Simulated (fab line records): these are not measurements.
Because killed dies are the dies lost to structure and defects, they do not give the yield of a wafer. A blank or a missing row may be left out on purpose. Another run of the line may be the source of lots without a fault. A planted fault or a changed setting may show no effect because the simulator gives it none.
fab line records	flow sky130	part 1 of 2: steps 1 to 30 of 42
record lots=5	wafers=15	lastDay=50
route steps=708 shown METAL5@665 PASSIVATION@681 PAD_OPEN@694
lots untouched by any fault: they come from a run of this same line in which no faults occurred
startH: hours from the record's first day to the start of the lot's first wafer shown	waitH: how many hours have passed since the lot's step before this one	" as in the row above	L1.1+2: a single row standing in for several wafers	- value missing, or start not given	* or withheld: withheld	< > ~ a bound
route shown NAME@n: a module of which the file shows steps, and the number in the route of the first	usual: mean/standard deviation of fault-free wafers	same: alike in all rows	chamber/n: place in a boat	sites: readings site by site	_std_site: standard deviation across them	_edge_site: inner sites' mean taken away from outer sites' mean	radiusMm: for every site, how far away it sits from the centre of the wafer	mask NAME#n: copy n	behind: the last tool/chamber to shape the wafer	hold: the reason the lot was held/the length of the hold in hours/how it ended	device: the n, p or np transistor that did not switch	end of line: the tests these same wafers got at the end of their route	step lacking rows: just its recipe	killed: dies lost to structure and defects at the first sort, not the wafer's yield	map: per-die view of a wafer (x killed, . not killed, _ where there is no die)
set.NAME: the setting as run; set.NAME@STEP: as run at that earlier step	model.NAME: the simulator's own value behind a step, which no gauge read
lots at selected steps of the route; one table per step, one row per wafer
services: a tool's chamber out of use, with start hour (startH, from the record's first day; less than 0 if before it), hours out, and reason
## steps
# step SKY_METAL5_SPUTTER_04
# recipe material=TiN	targetThkNm=70	powerW=6500	timeS=58.3	chamberPressurePa=0.4
# usual throttleValvePct=30.0/1.4
# same timeS=58.3
lot.wafer	tool	chamber	startH	waitH	throttleValvePct
L078.2	pvdSputter-03	-	1029.35	0.0	29.3
L078.4	"	-	"	"	29.4
L078.6	"	-	"	"	29.0
L086.1	pvdSputter-03	-	1085.98	0.0	29.4
L086.5	"	-	"	"	29.3
L086.6	"	-	"	"	29.7
L091.2	pvdSputter-04	-	1139.47	0.0	29.6
L091.4	"	-	"	"	31.5
L091.5	"	-	"	"	31.5
L097.2	pvdSputter-02	-	1146.07	0.0	31.3
L097.4	"	-	"	"	28.3
L097.5	"	-	"	"	31.8
L096.4	pvdSputter-04	-	1149.07	0.0	29.5
L096.5	"	-	"	"	29.8
L096.6	"	-	"	"	28.5
# step SKY_METAL5_RS_MEAS_05
# recipe thkMeasGauge=four-point-probe	reads=TiN_of_METAL5_SPUTTER_04+Ti_of_METAL5_SPUTTER_03+AlCu_of_METAL5_SPUTTER_02+TiN_of_METAL5_SPUTTER_01+Ti_of_METAL5_SPUTTER_00
# usual METAL5_ALCU_RS=0.0270/0.00034
lot.wafer	tool	chamber	startH	waitH	METAL5_ALCU_RS[ohm/sq]
L078.2	filmMetro-03	-	1029.42	0.0	0.0268
L078.4	"	-	"	"	0.0266
L078.6	"	-	"	"	0.0269
L086.1	filmMetro-03	-	1086.03	0.0	0.0267
L086.5	"	-	"	"	0.0274
L086.6	"	-	"	"	0.0270
L091.2	filmMetro-04	-	1139.55	0.1	0.0271
L091.4	"	-	"	"	0.0271
L091.5	"	-	"	"	0.0271
L097.2	filmMetro-03	-	1146.14	0.0	0.0268
L097.4	"	-	"	"	0.0272
L097.5	"	-	"	"	0.0270
L096.4	filmMetro-04	-	1149.18	0.1	0.0265
L096.5	"	-	"	"	0.0270
L096.6	"	-	"	"	0.0267
# step SKY_METAL5_THK_MEAS_06
# recipe thkMeasGauge=xrf	reads=AlCu_of_METAL5_SPUTTER_02
# usual METAL5_ALCU_THK=1150/16
lot.wafer	tool	chamber	startH	waitH	METAL5_ALCU_THK[nm]
L078.2	filmMetro-03	-	1029.53	0.1	1156
L078.4	"	-	"	"	1161
L078.6	"	-	"	"	1155
L086.1	filmMetro-03	-	1086.15	0.1	1162
L086.5	"	-	"	"	1123
L086.6	"	-	"	"	1146
L091.2	filmMetro-04	-	1139.66	0.1	1160
L091.4	"	-	"	"	1163
L091.5	"	-	"	"	1156
L097.2	filmMetro-03	-	1146.25	0.1	1153
L097.4	"	-	"	"	1132
L097.5	"	-	"	"	1143
L096.4	filmMetro-04	-	1149.27	0.1	1188
L096.5	"	-	"	"	1163
L096.6	"	-	"	"	1176
# step SKY_METAL5_DEHYDRATE_07
# recipe tempC=200	timeS=60
# same timeS=60
lot.wafer	tool	chamber	startH	waitH
L078.2+4+6	lithoTrack-02	0	1040.16	10.6
L086.1+5+6	lithoTrack-04	0	1095.58	9.4
L091.2+4+5	lithoTrack-02	0	1145.96	6.3
L097.2+4+5	lithoTrack-02	0	1152.82	6.6
L096.4+5+6	lithoTrack-02	0	1155.97	6.7
# step SKY_METAL5_HMDS_08
# recipe primeTimeS=60	primeTempC=120
# usual primeTempC=119.99/0.13
lot.wafer	tool	chamber	startH	waitH	primeTempC
L078.2	lithoTrack-02	0	1040.31	0.1	119.80
L078.4	"	0	"	"	119.87
L078.6	"	0	"	"	119.78
L086.1	lithoTrack-04	0	1095.73	0.1	120.13
L086.5	"	0	"	"	120.03
L086.6	"	0	"	"	120.03
L091.2	lithoTrack-02	0	1146.11	0.1	119.92
L091.4	"	0	"	"	119.89
L091.5	"	0	"	"	120.01
L097.2	lithoTrack-02	0	1152.97	0.1	119.84
L097.4	"	0	"	"	120.01
L097.5	"	0	"	"	120.10
L096.4	lithoTrack-02	0	1156.12	0.1	119.85
L096.5	"	0	"	"	119.94
L096.6	"	0	"	"	119.97
# step SKY_METAL5_COAT_09
# recipe resist=NOVOLAK	spinRpm=3000	resistThkNm=1800
lot.wafer	tool	chamber	startH	waitH
L078.2+4+6	lithoTrack-02	0	1040.46	0.1
L086.1+5+6	lithoTrack-04	0	1095.88	0.1
L091.2+4+5	lithoTrack-02	0	1146.26	0.1
L097.2+4+5	lithoTrack-02	0	1153.12	0.1
L096.4+5+6	lithoTrack-02	0	1156.27	0.1
# step SKY_METAL5_SOFTBAKE_10
# recipe tempC=90	timeS=60	resist=NOVOLAK
# same timeS=60
lot.wafer	tool	chamber	startH	waitH
L078.2+4+6	lithoTrack-02	0	1040.61	0.1
L086.1+5+6	lithoTrack-04	0	1096.03	0.1
L091.2+4+5	lithoTrack-02	0	1146.41	0.1
L097.2+4+5	lithoTrack-02	0	1153.27	0.1
L096.4+5+6	lithoTrack-02	0	1156.42	0.1
# step SKY_METAL5_EXPOSE_11
# recipe maskId=MM5	na=0.6	sourceShape=conventional	sigmaOuter=0.6	polarization=unpolarized	targetCdNm=1600	doseMj=190
# same na=0.6	sigmaOuter=0.6
lot.wafer	tool	chamber	startH	waitH	mask
L078.2+4+6	ilineStepper-01	0	-	-	MM5#0
L086.1+5+6	ilineStepper-01	0	-	-	MM5#0
L091.2+4+5	ilineStepper-02	0	-	-	MM5#0
L097.2+4+5	ilineStepper-01	0	-	-	MM5#0
L096.4+5+6	ilineStepper-01	0	-	-	MM5#0
# step SKY_METAL5_PEB_12
# recipe tempC=withheld	timeS=*	resist=NOVOLAK
# same timeS=*
lot.wafer	tool	chamber	startH	waitH
L078.2+4+6	lithoTrack-02	0	-	-
L086.1+5+6	lithoTrack-03	0	-	-
L091.2+4+5	lithoTrack-02	0	-	-
L097.2+4+5	lithoTrack-03	0	-	-
L096.4+5+6	lithoTrack-02	0	-	-
# step SKY_METAL5_DEVELOP_13
# recipe resist=NOVOLAK	developer=TMAH	developTimeS=60	devTempC=23
# same developTimeS=60
lot.wafer	tool	chamber	startH	waitH
L078.2+4+6	lithoTrack-02	0	1051.31	0.1
L086.1+5+6	lithoTrack-03	0	1105.28	0.1
L091.2+4+5	lithoTrack-02	0	1153.57	0.1
L097.2+4+5	lithoTrack-03	0	1160.60	0.1
L096.4+5+6	lithoTrack-02	0	1164.92	0.1
# step SKY_METAL5_DESCUM_14
# recipe chemistry=O2	sourcePowerW=150	biasPowerW=0	pressureMtorr=10	tempC=40	timeS=11
# usual drypumpMotorCurrentA=5.8/0.5	oesProductAu=0.993/0.0078
# same biasPowerW=0	timeS=11
lot.wafer	tool	chamber	startH	waitH	drypumpMotorCurrentA	oesProductAu	rfHoursCounterH
L078.2	rieMetal-04	0	1051.44	0.1	6.7	0.998	7
L078.4	"	1	"	"	5.8	0.992	-
L078.6	"	0	"	"	6.7	0.996	-
L086.1	rieMetal-01	0	1105.43	0.1	5.8	0.989	21
L086.5	"	0	"	"	5.8	0.991	-
L086.6	"	1	"	"	5.0	0.981	-
L091.2	rieMetal-04	0	1153.69	0.1	6.7	0.989	15
L091.4	"	0	"	"	6.7	0.995	-
L091.5	"	1	"	"	5.8	0.989	-
L097.2	rieMetal-01	0	1160.73	0.1	5.8	0.990	26
L097.4	"	1	"	"	5.0	1.002	-
L097.5	"	1	"	"	5.0	1.004	-
L096.4	rieMetal-01	1	1165.00	0.1	5.0	0.996	-
L096.5	"	0	"	"	5.8	0.982	-
L096.6	"	1	"	"	5.0	0.992	-
# step SKY_METAL5_METAL_ETCH_15
# recipe targetDepthA=12600	stopOn=SiO2	overEtchFrac=0.2	timeS=252	chemistry=Cl2/BCl3	resistSidewallDeg=86	pressureMtorr=10	icpW=900	biasW=48.5	Cl2_flow_sccm=60	bcl3FlowSccm=30
# usual drypumpMotorCurrentA=5.9/0.5	oesProductAu=0.895/0.0049	throttleValvePct=22.265/0.0097
# same timeS=252
lot.wafer	tool	chamber	startH	waitH	drypumpMotorCurrentA	oesProductAu	rfHoursCounterH	throttleValvePct
L078.2	rieMetal-04	0	1051.47	0.0	6.7	0.892	7	22.258
L078.4	"	1	"	"	5.9	0.896	-	22.254
L078.6	"	0	"	"	6.7	0.891	-	22.266
L086.1	rieMetal-01	0	1105.46	0.0	5.8	0.893	21	22.269
L086.5	"	0	"	"	5.8	0.894	-	22.245
L086.6	"	1	"	"	5.0	0.898	-	22.269
L091.2	rieMetal-04	0	1153.72	0.0	6.7	0.893	15	22.265
L091.4	"	0	"	"	6.7	0.897	-	22.279
L091.5	"	1	"	"	5.9	0.897	-	22.260
L097.2	rieMetal-01	0	1160.76	0.0	5.8	0.890	26	22.264
L097.4	"	1	"	"	5.0	0.895	-	22.277
L097.5	"	1	"	"	5.0	0.891	-	22.277
L096.4	rieMetal-01	1	1165.10	0.1	5.0	0.888	-	22.261
L096.5	"	0	"	"	5.8	0.899	-	22.259
L096.6	"	1	"	"	5.0	0.894	-	22.260
# step SKY_METAL5_STRIP_16
# recipe chemistry=O2/N2	powerW=1440	pressureMtorr=1500	platenTempC=withheld	o2FlowSccm=3000	n2FlowSccm=300	overashFraction=0.5
# usual drypumpMotorCurrentA=5.70/0.3	oesProductAu=0.722/0.0049	stripTimeToEndpointS=12.87/0.084
# same overashFraction=0.5
lot.wafer	tool	chamber	startH	waitH	drypumpMotorCurrentA	oesProductAu	rfHoursCounterH	stripTimeToEndpointS
L078.2	plasmaAsher-02	0	1051.71	0.2	6.00	0.722	95	12.92
L078.4	"	0	"	"	6.01	0.727	-	12.93
L078.6	"	1	"	"	6.00	0.712	-	12.94
L086.1	plasmaAsher-02	1	1105.70	0.2	5.98	0.719	101	12.87
L086.5	"	0	"	"	6.00	0.720	-	12.94
L086.6	"	1	"	"	5.96	0.721	-	13.04
L091.2	plasmaAsher-04	0	1153.96	0.2	5.55	0.724	71	12.90
L091.4	"	1	"	"	5.29	0.730	-	12.91
L091.5	"	0	"	"	5.55	0.729	-	12.77
L097.2	plasmaAsher-04	0	1161.00	0.2	5.54	0.723	72	13.04
L097.4	"	0	"	"	5.52	0.722	-	12.90
L097.5	"	0	"	"	5.54	0.729	-	12.92
L096.4	plasmaAsher-02	0	1165.29	0.1	6.02	0.717	-	12.89
L096.5	"	0	"	"	6.01	0.721	-	12.97
L096.6	"	1	"	"	6.03	0.725	-	12.95
# step SKY_METAL5_STRIP_17
# recipe chemistry=postEtchResidueRemover	timeS=1200	tempC=72.5
# same timeS=1200
lot.wafer	tool	chamber	startH	waitH
L078.2+4+6	wetBench-02	3	1051.81	0.1
L086.1+5+6	wetBench-02	2	1105.80	0.1
L091.2+4+5	wetBench-04	3	1154.06	0.1
L097.2+4+5	wetBench-01	1	1161.10	0.1
L096.4+5+6	wetBench-01	3	1165.36	0.0
# step SKY_METAL5_CLEAN_18
# recipe chemistry=IPA	timeS=180	tempC=25
# same timeS=180
lot.wafer	tool	chamber	startH	waitH
L078.2+4+6	wetBench-02	1	1052.15	0.0
L086.1+5+6	wetBench-04	3	1106.17	0.0
L091.2+4+5	wetBench-02	1	1154.40	0.0
L097.2+4+5	wetBench-04	2	1161.44	0.0
L096.4+5+6	wetBench-02	0	1165.70	0.0
# step SKY_METAL5_CLEAN_19
# recipe chemistry=O3/DIW	dry=n2Spin
lot.wafer	tool	chamber	startH	waitH
L078.2+4+6	wetBench-02	3	1052.21	0.0
L086.1+5+6	wetBench-02	2	1106.23	0.0
L091.2+4+5	wetBench-04	3	1154.46	0.0
L097.2+4+5	wetBench-02	1	1161.50	0.0
L096.4+5+6	wetBench-04	0	1165.76	0.0
# step SKY_PASSIVATION_CVD_00
# recipe material=SiO2	targetThkNm=90	tempC=400	timeS=withheld	rfW=600
# usual heaterPowerW=624/100
lot.wafer	tool	chamber	startH	waitH	heaterPowerW
L078.2	pecvd-03	2	1052.30	0.0	675
L078.4	"	0	"	"	623
L078.6	"	1	"	"	718
L086.1	pecvd-01	1	1106.33	0.0	561
L086.5	"	0	"	"	524
L086.6	"	1	"	"	556
L091.2	pecvd-02	0	1154.56	0.0	868
L091.4	"	2	"	"	670
L091.5	"	0	"	"	878
L097.2	pecvd-02	2	1161.60	0.0	618
L097.4	"	0	"	"	790
L097.5	"	1	"	"	520
L096.4	pecvd-01	1	1165.87	0.0	603
L096.5	"	0	"	"	543
L096.6	"	2	"	"	615
# step SKY_PASSIVATION_THK_MEAS_01
# recipe reads=SiO2_of_PASSIVATION_CVD_00
# usual PASSIVATION_CVD_00_THK=90.1/1.2
lot.wafer	tool	chamber	startH	waitH	PASSIVATION_CVD_00_THK[nm]
L078.2	filmMetro-02	-	1052.33	-	89.4
L078.4	"	-	"	"	90.2
L078.6	"	-	"	"	91.0
L086.1	filmMetro-03	-	1106.35	-	89.2
L086.5	"	-	"	"	91.5
L086.6	"	-	"	"	90.7
L091.2	filmMetro-04	-	1154.59	-	88.6
L091.4	"	-	"	"	90.9
L091.5	"	-	"	"	89.5
L097.2	filmMetro-03	-	1161.63	-	89.1
L097.4	"	-	"	"	90.1
L097.5	"	-	"	"	89.9
L096.4	filmMetro-04	-	1165.91	-	90.3
L096.5	"	-	"	"	92.0
L096.6	"	-	"	"	92.9
# step SKY_PASSIVATION_CVD_02
# recipe material=Si3N4	targetThkNm=540	tempC=400	timeS=withheld	rfW=450
# usual heaterPowerW=695/110
lot.wafer	tool	chamber	startH	waitH	heaterPowerW
L078.2	pecvd-01	0	1052.38	0.0	584
L078.4	"	0	"	"	602
L078.6	"	2	"	"	736
L086.1	pecvd-02	2	1106.41	0.1	656
L086.5	"	2	"	"	689
L086.6	"	0	"	"	763
L091.2	pecvd-03	0	1154.64	0.0	636
L091.4	"	1	"	"	833
L091.5	"	0	"	"	675
L097.2	pecvd-01	2	1161.68	0.0	603
L097.4	"	2	"	"	619
L097.5	"	1	"	"	601
L096.4	pecvd-02	1	1166.05	0.1	585
L096.5	"	2	"	"	597
L096.6	"	0	"	"	881
# step SKY_PASSIVATION_THK_MEAS_03
# recipe reads=Si3N4_of_PASSIVATION_CVD_02
# usual PASSIVATION_CVD_02_THK=538/6.3
lot.wafer	tool	chamber	startH	waitH	PASSIVATION_CVD_02_THK[nm]
L078.2	filmMetro-02	-	1052.62	-	534
L078.4	"	-	"	"	545
L078.6	"	-	"	"	539
L086.1	filmMetro-03	-	1106.63	-	537
L086.5	"	-	"	"	544
L086.6	"	-	"	"	547
L091.2	filmMetro-04	-	1154.87	-	530
L091.4	"	-	"	"	541
L091.5	"	-	"	"	541
L097.2	filmMetro-03	-	1161.91	-	537
L097.4	"	-	"	"	547
L097.5	"	-	"	"	550
L096.4	filmMetro-03	-	1166.19	-	546
L096.5	"	-	"	"	541
L096.6	"	-	"	"	546
# step SKY_PASSIVATION_DEHYDRATE_04
# recipe tempC=200	timeS=60
# same timeS=60
lot.wafer	tool	chamber	startH	waitH
L078.2+4+6	lithoTrack-04	0	1062.56	9.9
L086.1+5+6	lithoTrack-03	0	1116.33	9.7
L091.2+4+5	lithoTrack-04	0	1162.31	7.4
L097.2+4+5	lithoTrack-03	0	1169.85	7.9
L096.4+5+6	lithoTrack-01	0	1173.79	7.6
# step SKY_PASSIVATION_HMDS_05
# recipe primeTimeS=60	primeTempC=120
# usual primeTempC=120.02/0.13
lot.wafer	tool	chamber	startH	waitH	primeTempC
L078.2	lithoTrack-04	0	1062.71	0.1	120.00
L078.4	"	0	"	"	119.86
L078.6	"	0	"	"	120.08
L086.1	lithoTrack-03	0	1116.48	0.1	119.84
L086.5	"	0	"	"	119.83
L086.6	"	0	"	"	120.11
L091.2	lithoTrack-04	0	1162.46	0.1	119.93
L091.4	"	0	"	"	120.04
L091.5	"	0	"	"	119.89
L097.2	lithoTrack-03	0	1170.00	0.1	119.93
L097.4	"	0	"	"	119.77
L097.5	"	0	"	"	119.97
L096.4	lithoTrack-01	0	1173.94	0.1	119.92
L096.5	"	0	"	"	119.97
L096.6	"	0	"	"	120.01
# step SKY_PASSIVATION_COAT_06
# recipe spinRpm=2000	resistThkNm=3000
lot.wafer	tool	chamber	startH	waitH
L078.2+4+6	lithoTrack-04	0	1062.86	0.1
L086.1+5+6	lithoTrack-03	0	1116.63	0.1
L091.2+4+5	lithoTrack-04	0	1162.61	0.1
L097.2+4+5	lithoTrack-03	0	1170.15	0.1
L096.4+5+6	lithoTrack-01	0	1174.09	0.1
# step SKY_PASSIVATION_SOFTBAKE_07
# recipe tempC=110	timeS=withheld
lot.wafer	tool	chamber	startH	waitH
L078.2+4+6	lithoTrack-04	0	1063.02	0.1
L086.1+5+6	lithoTrack-03	0	1116.78	0.1
L091.2+4+5	lithoTrack-04	0	1162.77	0.1
L097.2+4+5	lithoTrack-03	0	1170.31	0.1
L096.4+5+6	lithoTrack-01	0	1174.27	0.1
# step SKY_PASSIVATION_EXPOSE_08
# recipe maskId=NSM	targetCdNm=3000	na=0.57	doseMj=260
# same na=0.57
lot.wafer	tool	chamber	startH	waitH	mask
L078.2+4+6	ilineStepper-01	0	-	-	NSM#0
L086.1+5+6	ilineStepper-02	0	-	-	NSM#0
L091.2+4+5	ilineStepper-01	0	-	-	NSM#0
L097.2+4+5	ilineStepper-01	0	-	-	NSM#0
L096.4+5+6	ilineStepper-02	0	-	-	NSM#0
# step SKY_PASSIVATION_PEB_09
# recipe tempC=115	timeS=withheld
lot.wafer	tool	chamber	startH	waitH
L078.2+4+6	lithoTrack-01	0	-	-
L086.1+5+6	lithoTrack-01	0	-	-
L091.2+4+5	lithoTrack-01	0	-	-
L097.2+4+5	lithoTrack-03	0	-	-
L096.4+5+6	lithoTrack-03	0	-	-
# step SKY_PASSIVATION_DEVELOP_10
# recipe developTimeS=60	devTempC=23
# same developTimeS=60
lot.wafer	tool	chamber	startH	waitH
L078.2+4+6	lithoTrack-01	0	-	-
L086.1+5+6	lithoTrack-01	0	-	-
L091.2+4+5	lithoTrack-01	0	-	-
L097.2+4+5	lithoTrack-03	0	-	-
L096.4+5+6	lithoTrack-03	0	-	-
# step SKY_PASSIVATION_ETCH_11
# recipe chemistry=CF4/O2	targetDepthNm=725	stopOn=AlCu	sourceW=800	biasW=150	pressureMtorr=150	cf4FlowSccm=80	O2_flow_sccm=10	timeS=161.1
# usual drypumpMotorCurrentA=5.8/0.33	oesProductAu=0.977/0.0078	throttleValvePct=5.964/0.0091
# same timeS=161.1
lot.wafer	tool	chamber	startH	waitH	drypumpMotorCurrentA	oesProductAu	rfHoursCounterH	throttleValvePct
L078.2	rieDiel-03	2	1073.92	-	5.4	0.977	22	5.956
L078.4	"	1	"	"	5.8	0.985	22	5.961
L078.6	"	0	"	"	5.6	0.979	-	5.961
L086.1	rieDiel-01	3	1125.22	-	5.2	0.972	13	5.966
L086.5	"	3	"	"	5.2	0.987	-	5.968
L086.6	"	1	"	"	5.9	0.985	-	5.957
L091.2	rieDiel-02	2	1170.97	-	5.5	0.967	20	5.963
L091.4	"	1	"	"	5.8	0.979	25	5.965
L091.5	"	1	"	"	5.9	0.978	-	5.959
L097.2	rieDiel-01	2	1178.53	-	6.0	0.978	1	5.966
L097.4	"	3	"	"	5.2	0.989	15	5.954
L097.5	"	1	"	"	5.9	0.996	-	5.979
L096.4	rieDiel-02	0	1183.58	-	5.6	0.992	9	5.968
L096.5	"	2	"	"	5.5	0.984	-	5.988
L096.6	"	3	"	"	6.5	0.991	-	5.979
# step SKY_PASSIVATION_STRIP_12
# recipe chemistry=O2/N2	powerW=1400	pressureMtorr=1500	platenTempC=withheld	overashFraction=0.7	o2FlowSccm=3000	n2FlowSccm=300
# usual drypumpMotorCurrentA=5.5/0.37	oesProductAu=0.661/0.0042	stripTimeToEndpointS=31.59/0.15
# same overashFraction=0.7
lot.wafer	tool	chamber	startH	waitH	drypumpMotorCurrentA	oesProductAu	rfHoursCounterH	stripTimeToEndpointS
L078.2	plasmaAsher-01	0	1074.02	0.1	5.6	0.654	31	31.57
L078.4	"	0	"	"	5.6	0.661	-	31.73
L078.6	"	0	"	"	5.6	0.662	-	31.65
L086.1	plasmaAsher-04	1	1125.32	0.1	5.3	0.662	69	31.41
L086.5	"	1	"	"	5.3	0.662	-	31.43
L086.6	"	0	"	"	5.5	0.670	-	31.45
L091.2	plasmaAsher-03	0	1171.07	0.1	5.9	0.655	10	31.49
L091.4	"	1	"	"	5.7	0.652	-	31.51
L091.5	"	0	"	"	5.8	0.654	-	31.41
L097.2	plasmaAsher-03	0	1178.63	0.1	5.8	0.662	11	31.75
L097.4	"	0	"	"	5.8	0.666	-	31.56
L097.5	"	0	"	"	5.9	0.662	-	31.55
L096.4	plasmaAsher-01	1	1183.72	0.1	4.9	0.665	-	31.42
L096.5	"	0	"	"	5.6	0.654	-	31.62
L096.6	"	1	"	"	4.9	0.657	-	31.43
# step SKY_PAD_OPEN_DEHYDRATE_00
# recipe tempC=200	timeS=60
# same timeS=60
lot.wafer	tool	chamber	startH	waitH
L078.2+4+6	lithoTrack-01	0	1083.54	9.5
L086.1+5+6	lithoTrack-01	0	1135.72	10.4
L091.2+4+5	lithoTrack-02	0	1178.62	7.5
L097.2+4+5	lithoTrack-01	0	1187.19	8.5
L096.4+5+6	lithoTrack-02	0	1191.67	7.9
